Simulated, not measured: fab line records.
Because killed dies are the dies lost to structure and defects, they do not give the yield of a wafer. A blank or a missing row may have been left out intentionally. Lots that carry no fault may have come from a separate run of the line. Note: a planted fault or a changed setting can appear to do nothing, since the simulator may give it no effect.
Which tool was responsible? | flow gf180mcu | 72 wafers from 24 lots sampled at 6 of the route's 602 steps

== WHAT EACH GAUGE READ, for each wafer ==
GF_M4_OVL_MEAS_15.
lot  | measured     | on         | M4_OVL (nm)
L074 | day 23 07:44 | overlay-02 | 10 -1 4
L075 | day 23 23:42 | overlay-02 | 5 -3 6
L076 | day 24 04:59 | overlay-02 | 1 1 -4
L077 | day 24 10:00 | overlay-01 | 0 1 7
L078 | day 24 22:15 | overlay-02 | 5 5 10
L079 | day 25 05:00 | overlay-01 | -2 4 6
L080 | day 25 19:37 | overlay-01 | -10 -8 -5
L081 | day 26 01:50 | overlay-01 | 1 4 0
L082 | day 26 05:22 | overlay-01 | 5 -7 3
L083 | day 26 08:56 | overlay-02 | -2 -1 -3
L084 | day 26 23:59 | overlay-02 | 7 1 8
L085 | day 27 04:23 | overlay-01 | 14 10 8
L086 | day 27 07:20 | overlay-01 | 7 16 12
L087 | day 27 20:14 | overlay-02 | 6 -1 4
L088 | day 28 03:50 | overlay-01 | 4 -2 0
L089 | day 28 20:42 | overlay-02 | 9 7 6
L090 | day 28 21:33 | overlay-02 | 0 8 4
L091 | day 28 23:36 | overlay-01 | 2 4 -1
L092 | day 29 11:56 | overlay-01 | 3 6 5
L094 | day 29 19:30 | overlay-01 | 11 8 4
L093 | day 29 19:55 | overlay-01 | -3 -3 6
L095 | day 29 22:29 | overlay-01 | -5 0 -3
L096 | day 30 10:03 | overlay-02 | -4 -4 -7
L097 | day 30 14:08 | overlay-02 | 2 7 4

GF_TOP_METAL_RS_MEAS_05: measures by four-point-probe.
lot  | measured     | on           | TOP_METAL_ALCU_RS (ohm/sq)
L074 | day 27 04:28 | filmMetro-01 | 0.0328 0.03314 0.03278
L075 | day 27 19:26 | filmMetro-02 | 0.03243 0.03251 0.03267
L076 | day 28 00:28 | filmMetro-02 | 0.03183 0.03244 0.03215
L077 | day 28 05:25 | filmMetro-02 | 0.03298 0.03299 0.03308
L078 | day 28 13:57 | filmMetro-02 | 0.03277 0.03281 0.03273
L079 | day 28 20:39 | filmMetro-02 | 0.03245 0.0329 0.03259
L080 | day 29 08:17 | filmMetro-02 | 0.03251 0.03267 0.0327
L081 | day 29 15:53 | filmMetro-02 | 0.03205 0.03271 0.03226
L082 | day 29 18:48 | filmMetro-03 | 0.03263 0.03265 0.03255
L083 | day 29 22:53 | filmMetro-03 | 0.0327 0.03247 0.03268
L084 | day 30 12:07 | filmMetro-02 | 0.03251 0.03225 0.03241
L085 | day 30 15:25 | filmMetro-01 | 0.03247 0.03228 0.03258
L086 | day 30 18:24 | filmMetro-02 | 0.03306 0.03295 0.0327
L087 | day 31 04:20 | filmMetro-02 | 0.03265 0.03301 0.03259
L088 | day 31 13:14 | filmMetro-03 | 0.03258 0.03236 0.03239
L089 | day 32 04:21 | filmMetro-02 | 0.03271 0.0327 0.0328
L090 | day 32 04:57 | filmMetro-01 | 0.03288 0.03283 0.03275
L091 | day 32 07:39 | filmMetro-02 | 0.03278 0.03267 0.03235
L092 | day 32 15:47 | filmMetro-02 | 0.03284 0.03281 0.03286
L094 | day 33 00:22 | filmMetro-02 | 0.03301 0.03321 0.0332
L093 | day 33 01:24 | filmMetro-01 | 0.03299 0.03265 0.03263
L095 | day 33 03:04 | filmMetro-03 | 0.03283 0.03258 0.03285
L096 | day 33 10:05 | filmMetro-01 | 0.03251 0.03283 0.03288
L097 | day 33 14:39 | filmMetro-02 | 0.03268 0.0325 0.0327

== EACH LOT AND THE TOOL THAT RAN IT (in order: tool; ch and the chambers of the sampled wafers; start) ==
lot  | GF_V2_CMP_04                  | GF_MIM_SPUTTER_00           | GF_MIM_SPUTTER_01           | GF_MIM_SPUTTER_09
L074 | cmp-01 ch 1,2, day 19 03:59   | pvdSputter-04, day 24 09:25 | pvdSputter-04, day 24 09:31 | pvdSputter-01, day 24 09:47
L075 | cmp-01 ch 1,3, day 19 21:52   | pvdSputter-04, day 25 00:44 | pvdSputter-04, day 25 00:50 | pvdSputter-01, day 25 01:08
L076 | cmp-01 ch 1,3, day 20 01:55   | pvdSputter-03, day 25 05:41 | pvdSputter-03, day 25 05:47 | pvdSputter-04, day 25 06:04
L077 | cmp-02 ch 0,2,3, day 20 08:24 | pvdSputter-04, day 25 10:32 | pvdSputter-04, day 25 10:38 | pvdSputter-03, day 25 10:55
L078 | cmp-02 ch 0,1,2, day 20 22:49 | pvdSputter-04, day 25 21:59 | pvdSputter-04, day 25 22:05 | pvdSputter-03, day 25 22:22
L079 | cmp-02 ch 2,3, day 21 04:33   | pvdSputter-03, day 26 04:56 | pvdSputter-03, day 26 05:02 | pvdSputter-04, day 26 05:19
L080 | cmp-01 ch 1,2,3, day 21 21:16 | pvdSputter-03, day 26 18:38 | pvdSputter-03, day 26 18:44 | pvdSputter-01, day 26 19:01
L081 | cmp-01 ch 0,1, day 22 03:21   | pvdSputter-04, day 27 01:44 | pvdSputter-04, day 27 01:50 | pvdSputter-03, day 27 02:07
L082 | cmp-02 ch 0,1, day 22 08:16   | pvdSputter-03, day 27 04:44 | pvdSputter-03, day 27 04:50 | pvdSputter-01, day 27 05:07
L083 | cmp-02 ch 0,3, day 22 11:20   | pvdSputter-03, day 27 08:23 | pvdSputter-03, day 27 08:29 | pvdSputter-01, day 27 08:46
L084 | cmp-02 ch 0,2,3, day 23 04:55 | pvdSputter-04, day 27 23:56 | pvdSputter-04, day 28 00:02 | pvdSputter-04, day 28 00:19
L085 | cmp-01 ch 0,3, day 23 08:17   | pvdSputter-04, day 28 03:46 | pvdSputter-04, day 28 03:52 | pvdSputter-03, day 28 04:09
L086 | cmp-02 ch 0,2, day 23 11:42   | pvdSputter-03, day 28 05:59 | pvdSputter-03, day 28 06:05 | pvdSputter-04, day 28 06:22
L087 | cmp-02 ch 0,3, day 24 02:55   | pvdSputter-03, day 28 17:40 | pvdSputter-03, day 28 17:46 | pvdSputter-01, day 28 18:02
L088 | cmp-01 ch 0,2,3, day 24 10:22 | pvdSputter-03, day 29 01:58 | pvdSputter-03, day 29 02:04 | pvdSputter-04, day 29 02:21
L089 | cmp-01 ch 0,2,3, day 25 05:43 | pvdSputter-03, day 29 18:17 | pvdSputter-03, day 29 18:23 | pvdSputter-04, day 29 18:41
L090 | cmp-01 ch 1,2,3, day 25 07:02 | pvdSputter-03, day 29 18:50 | pvdSputter-03, day 29 18:56 | pvdSputter-01, day 29 19:14
L091 | cmp-01 ch 1,2,3, day 25 09:34 | pvdSputter-03, day 29 21:14 | pvdSputter-03, day 29 21:20 | pvdSputter-04, day 29 21:37
L092 | cmp-02 ch 1,2,3, day 26 00:02 | pvdSputter-04, day 30 09:20 | pvdSputter-04, day 30 09:26 | pvdSputter-03, day 30 09:43
L094 | cmp-01 ch 0,1,3, day 26 07:01 | pvdSputter-03, day 30 16:26 | pvdSputter-03, day 30 16:32 | pvdSputter-01, day 30 16:49
L093 | cmp-02 ch 0,2, day 26 07:28   | pvdSputter-03, day 30 17:05 | pvdSputter-03, day 30 17:11 | pvdSputter-04, day 30 17:28
L095 | cmp-01 ch 0,1,3, day 26 11:40 | pvdSputter-04, day 30 19:17 | pvdSputter-04, day 30 19:23 | pvdSputter-01, day 30 19:40
L096 | cmp-02 ch 0,1,2, day 27 00:52 | pvdSputter-01, day 31 06:46 | pvdSputter-01, day 31 06:52 | pvdSputter-04, day 31 07:09
L097 | cmp-01 ch 0,1,2, day 27 04:51 | pvdSputter-03, day 31 10:11 | pvdSputter-03, day 31 10:17 | pvdSputter-04, day 31 10:34
- GF_V2_CMP_04: polishes SiO2.
- GF_MIM_SPUTTER_00: material Ti, target thk 37.5 nm, time 150 s.
- GF_MIM_SPUTTER_01: material TiN, target thk 30 nm, time 25 s.
- GF_MIM_SPUTTER_09: material TiN, target thk 35 nm, time 29.2 s.

== WHAT THE TOOLS THEMSELVES READ (means of the sampled wafers that have a number; where no wafer has one, the mark that the record gives instead) ==
GF_V2_CMP_04.
lot  | tool   | motorCurrentA (A) | timeToEndpointS (s)
L074 | cmp-01 | 12.1              | 83
L075 | cmp-01 | 10.7              | 78
L076 | cmp-01 | 10.8              | 79
L077 | cmp-02 | 12.2              | 75
L078 | cmp-02 | 12.0              | 79
L079 | cmp-02 | 12.3              | 83
L080 | cmp-01 | 11.3              | 79
L081 | cmp-01 | 11.6              | 77
L082 | cmp-02 | 12.9              | 86
L083 | cmp-02 | 13.5              | 80
L084 | cmp-02 | 12.5              | 77
L085 | cmp-01 | 10.7              | 75
L086 | cmp-02 | 11.3              | 80
L087 | cmp-02 | 13.5              | 87
L088 | cmp-01 | 11.5              | 82
L089 | cmp-01 | 11.8              | 80
L090 | cmp-01 | 11.6              | 82
L091 | cmp-01 | 11.7              | 82
L092 | cmp-02 | 12.3              | 81
L094 | cmp-01 | 11.2              | 70
L093 | cmp-02 | 11.2              | 75
L095 | cmp-01 | 11.0              | 82
L096 | cmp-02 | 11.8              | 82
L097 | cmp-01 | 11.9              | 79

GF_MIM_SPUTTER_00.
lot  | tool          | throttleValvePct (%)
L074 | pvdSputter-04 | 30.2
L075 | pvdSputter-04 | 30.2
L076 | pvdSputter-03 | 30.0
L077 | pvdSputter-04 | 30.3
L078 | pvdSputter-04 | 30.1
L079 | pvdSputter-03 | 29.9
L080 | pvdSputter-03 | 30.0
L081 | pvdSputter-04 | 30.2
L082 | pvdSputter-03 | 29.9
L083 | pvdSputter-03 | 29.8
L084 | pvdSputter-04 | 30.2
L085 | pvdSputter-04 | 30.1
L086 | pvdSputter-03 | 30.0
L087 | pvdSputter-03 | 30.4
L088 | pvdSputter-03 | 29.9
L089 | pvdSputter-03 | 30.2
L090 | pvdSputter-03 | 30.0
L091 | pvdSputter-03 | 30.2
L092 | pvdSputter-04 | 30.0
L094 | pvdSputter-03 | 29.8
L093 | pvdSputter-03 | 29.8
L095 | pvdSputter-04 | 30.2
L096 | pvdSputter-01 | 30.8
L097 | pvdSputter-03 | 30.0

GF_MIM_SPUTTER_01.
lot  | tool          | throttleValvePct (%)
L074 | pvdSputter-04 | 30.0
L075 | pvdSputter-04 | 30.0
L076 | pvdSputter-03 | 30.0
L077 | pvdSputter-04 | 30.3
L078 | pvdSputter-04 | 30.3
L079 | pvdSputter-03 | 30.1
L080 | pvdSputter-03 | 30.1
L081 | pvdSputter-04 | 30.1
L082 | pvdSputter-03 | 29.9
L083 | pvdSputter-03 | 29.8
L084 | pvdSputter-04 | 30.1
L085 | pvdSputter-04 | 30.1
L086 | pvdSputter-03 | 30.2
L087 | pvdSputter-03 | 30.1
L088 | pvdSputter-03 | 30.1
L089 | pvdSputter-03 | 30.3
L090 | pvdSputter-03 | 30.0
L091 | pvdSputter-03 | 30.5
L092 | pvdSputter-04 | 30.1
L094 | pvdSputter-03 | 29.9
L093 | pvdSputter-03 | 29.7
L095 | pvdSputter-04 | 30.3
L096 | pvdSputter-01 | 30.8
L097 | pvdSputter-03 | 29.8

GF_MIM_SPUTTER_09.
lot  | tool          | throttleValvePct (%)
L074 | pvdSputter-01 | 29.7
L075 | pvdSputter-01 | 29.9
L076 | pvdSputter-04 | 29.8
L077 | pvdSputter-03 | 29.9
L078 | pvdSputter-03 | 30.0
L079 | pvdSputter-04 | 30.2
L080 | pvdSputter-01 | 29.9
L081 | pvdSputter-03 | 30.1
L082 | pvdSputter-01 | 29.9
L083 | pvdSputter-01 | 30.8
L084 | pvdSputter-04 | 30.3
L085 | pvdSputter-03 | 30.0
L086 | pvdSputter-04 | 30.1
L087 | pvdSputter-01 | 29.9
L088 | pvdSputter-04 | 30.2
L089 | pvdSputter-04 | 30.0
L090 | pvdSputter-01 | 29.7
L091 | pvdSputter-04 | 30.3
L092 | pvdSputter-03 | 30.3
L094 | pvdSputter-01 | 30.0
L093 | pvdSputter-04 | 30.3
L095 | pvdSputter-01 | 30.7
L096 | pvdSputter-04 | 30.3
L097 | pvdSputter-04 | 30.4

== THE ANSWER, worked out from the rows above alone ==
Rule: the usual values come from the lots themselves. Put in order of their means at a reading, lots are off if they are a third of the lots or fewer, leave a main group of 4 or more, and stand apart from it by a gap of 3 or more times the standard deviation of the main group's means; of several such gaps the widest counts. Not used: any main group whose means are identical at the precision the tables above print for the reading. A lot without any number at a reading at which 4 lots or more have one is off too. Where the step has rows for the other lots, those lots are counted as sound. The gauges are gone through in route order, then the tools' own readings, and for those a lot's mean is taken as printed above. At the first step where some lot is off, the reading lying furthest off is the one used; lots without a number count as furthest.
Nothing can be told from this: no lot is off at any reading shown.

== WHAT THE SIMULATOR HAD INSERTED ==
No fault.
